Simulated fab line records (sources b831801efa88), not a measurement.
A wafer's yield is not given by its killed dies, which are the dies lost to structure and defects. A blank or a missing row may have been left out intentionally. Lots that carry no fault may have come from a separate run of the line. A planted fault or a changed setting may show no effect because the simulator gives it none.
Struck lot and sound lot, side by side | flow sky130 | 32 steps out of a route of 708
Sound: wafers L439.2, L439.4, L439.6. Struck: wafer L445.3 (left out: L445.1, L445.4 of the same lot, which were not struck); the cause appears at the end.
Per side, at each step with rows, come the tool, then ch with its chambers, and then its first start. Under that, the readings that differ: sound wafers | struck wafers | difference of the means | sigmas: that difference in standard deviations of wafers without a fault.
alike: words and numbers the same on both sides, and readings whose means are apart by under 2 such deviations; not compared: readings that were withheld, readings missing a value for some wafer, numbers with overlapping values and no deviation given by the record, and bounds like >300 which may hide the same value.
The two part at a step that has a row with sigmas, a row that says differs or no value, or rows on one side only. Numbers that don't overlap but have no deviation are shown without sigmas and don't part them. A reading that every wafer of one side lacks parts them only if that side has two wafers or more.

SKY_CONTACT_ETCH_18: etches Si3N4 in CHF3/O2, stops on TiN, time 39 s, target depth 75 nm.
  sound on rie_diel-03 ch 0,1,3; struck on rie_diel-01 ch 0
  reading               | sound             | struck | difference | sigmas
  oes_product_au (a.u.) | 0.842 0.856 0.858 | 0.833  | -0.019     | -2
  alike: O2_flow_sccm, bias_w, drypump_motor_current_A, throttle_valve_pct
  not compared: rf_hours_counter_h
then, 6 steps without rows for these wafers: SKY_CONTACT_STRIP_19 (strips in O2/N2); SKY_CONTACT_STRIP_20 (strips in post etch residue remover, time 1200 s); SKY_CONTACT_CLEAN_21 (cleans in IPA, time 180 s); SKY_CONTACT_CLEAN_22 (cleans in O3/DIW); SKY_CONTACT_SPUTTER_23 (material TiN, target thk 20 nm, time 80 s); SKY_CONTACT_CVD_24 (deposits W, target thk 340 nm, time 102.12 s).
SKY_CONTACT_RS_MEAS_25: measures by four-point-probe.
  sound on film_metro-02, day 31 11:13; struck on film_metro-02, day 33 22:10
  alike: CONTACT_W_RS
SKY_CONTACT_THK_MEAS_26: measures by xrf.
  sound on film_metro-02, day 31 11:19; struck on film_metro-02, day 33 22:17
  alike: CONTACT_W_THK
SKY_CONTACT_CMP_27: polishes, stops on SiO2, t overpolish 15 s, target thk 0 nm.
  sound on cmp-02 ch 0,2, day 31 11:25; struck on cmp-02 ch 0, day 33 22:20
  alike: motor_current_A, overpolish_run_s, time_to_endpoint_s
then, 1 step without rows for these wafers: SKY_METAL1_SPUTTER_00 (material Ti, target thk 15 nm, time 10 s).
SKY_METAL1_SPUTTER_01: material TiN, target thk 20 nm, time 16.7 s.
  sound on pvd_sputter-04, day 31 11:41; struck on pvd_sputter-02, day 33 22:40
  reading                | sound          | struck | difference | sigmas
  throttle_valve_pct (%) | 30.0 31.3 29.7 | 28.3   | -2.0       | -2
SKY_METAL1_SPUTTER_02: material AlCu, target thk 250 nm, time 13.3 s.
  sound on pvd_sputter-04, day 31 11:43; struck on pvd_sputter-02, day 33 22:41
  reading                | sound          | struck | difference | sigmas
  throttle_valve_pct (%) | 29.7 31.7 29.9 | 28.0   | -2.4       | -3
SKY_METAL1_SPUTTER_03: material Ti, target thk 5 nm, time 3.3 s.
  sound on pvd_sputter-04, day 31 11:44; struck on pvd_sputter-02, day 33 22:43
  reading                | sound          | struck | difference | sigmas
  throttle_valve_pct (%) | 29.8 31.3 29.8 | 28.4   | -1.9       | -2
SKY_METAL1_SPUTTER_04: material TiN, target thk 70 nm, time 58.3 s.
  sound on pvd_sputter-04, day 31 11:46; struck on pvd_sputter-02, day 33 22:44
  reading                | sound          | struck | difference | sigmas
  throttle_valve_pct (%) | 29.8 31.4 29.9 | 28.4   | -2.0       | -2
SKY_METAL1_RS_MEAS_05: measures by four-point-probe.
  sound on film_metro-03, day 31 11:50; struck on film_metro-01, day 33 22:47
  reading                 | sound                | struck | difference | sigmas
  METAL1_ALCU_RS (ohm/sq) | 0.1258 0.1279 0.1268 | 0.1463 | +0.0195    | +18
SKY_METAL1_THK_MEAS_06: measures by xrf.
  sound on film_metro-03, day 31 11:56; struck on film_metro-01, day 33 22:54
  reading              | sound             | struck | difference | sigmas
  METAL1_ALCU_THK (nm) | 248.7 245.7 248.8 | 221.1  | -26.6      | -10
then, 8 steps without rows for these wafers: SKY_METAL1_DEHYDRATE_07 (time 60 s); SKY_METAL1_HMDS_08 (prime time 60 s); SKY_METAL1_COAT_09 (resist thk 60 nm); SKY_METAL1_COAT_10 (resist thk 450 nm); SKY_METAL1_SOFTBAKE_11 (time 90 s); SKY_METAL1_EXPOSE_12 (exposes mask MM1, target cd 140 nm); SKY_METAL1_PEB_13; SKY_METAL1_DEVELOP_14 (develop time 60 s).
SKY_METAL1_CD_MEAS_15 targets a cd of 140 nm.
  sound on cd_sem-02, day 32 15:28; struck on cd_sem-01, day 35 00:44
  alike: cd_nm
SKY_METAL1_OVL_MEAS_16:
  sound on overlay-01, day 32 15:34; struck on overlay-01, day 35 00:52
  alike: METAL1_OVL
then, 2 steps without rows for these wafers: SKY_METAL1_DESCUM_17 (chemistry O2, time 8 s); SKY_METAL1_ETCH_18 (etches BARC in N2/H2, stops on SiO2, time 45.9 s, target depth 60 nm).
SKY_METAL1_METAL_ETCH_19: etches the open film in Cl2/BCl3, stops on SiO2, target depth 360 nm, time 78 s.
  sound on rie_metal-02 ch 0, day 32 15:49; struck on rie_metal-04 ch 0, day 35 00:59
  reading                     | sound             | struck | difference | sigmas
  drypump_motor_current_A (A) | 4.7 4.7 4.7       | 5.8    | +1.1       | +2
  oes_product_au (a.u.)       | 0.861 0.855 0.861 | 0.822  | -0.037     | -7
  alike: bcl3_flow_sccm, bias_w, throttle_valve_pct
  not compared: rf_hours_counter_h
then, 1 step without rows for these wafers: SKY_METAL1_STRIP_20 (strips in O2/N2).
-- the record jumps here: 12 days lie between the struck wafers' starts before and after (it left off in module METAL1 and takes up again in module PAD_OPEN, whose first step shown is number 708 of the route) --
SKY_PAD_OPEN_PROBE_99:
  sound on prober-02, day 45 14:17; struck on prober-02, day 47 10:40
  reading                                    | sound                          | struck  | difference | sigmas
  killed_at_front_end                        | 13 19 23                       | 28      | +10        | +2
  model.etest.met1.rs_ohm_sq_rim_less_centre | -0.0002949 0.0004174 2.161e-08 | 0.04294 | +0.04290   |
  alike: defect_limited_yield, killed_at_M0_to_M3, killed_at_M4_up, killed_at_contacts, killed_at_other, killed_dies, killed_open, killed_short, sort_bin_3_pad_short, sort_bin_5_function, sort_bin_6_memory, sort_n_pass, sort_yield_pct

## WHERE THEY PART
First at SKY_CONTACT_ETCH_18; last, within this record, at SKY_PAD_OPEN_PROBE_99.

WHY: whatever the simulator had introduced
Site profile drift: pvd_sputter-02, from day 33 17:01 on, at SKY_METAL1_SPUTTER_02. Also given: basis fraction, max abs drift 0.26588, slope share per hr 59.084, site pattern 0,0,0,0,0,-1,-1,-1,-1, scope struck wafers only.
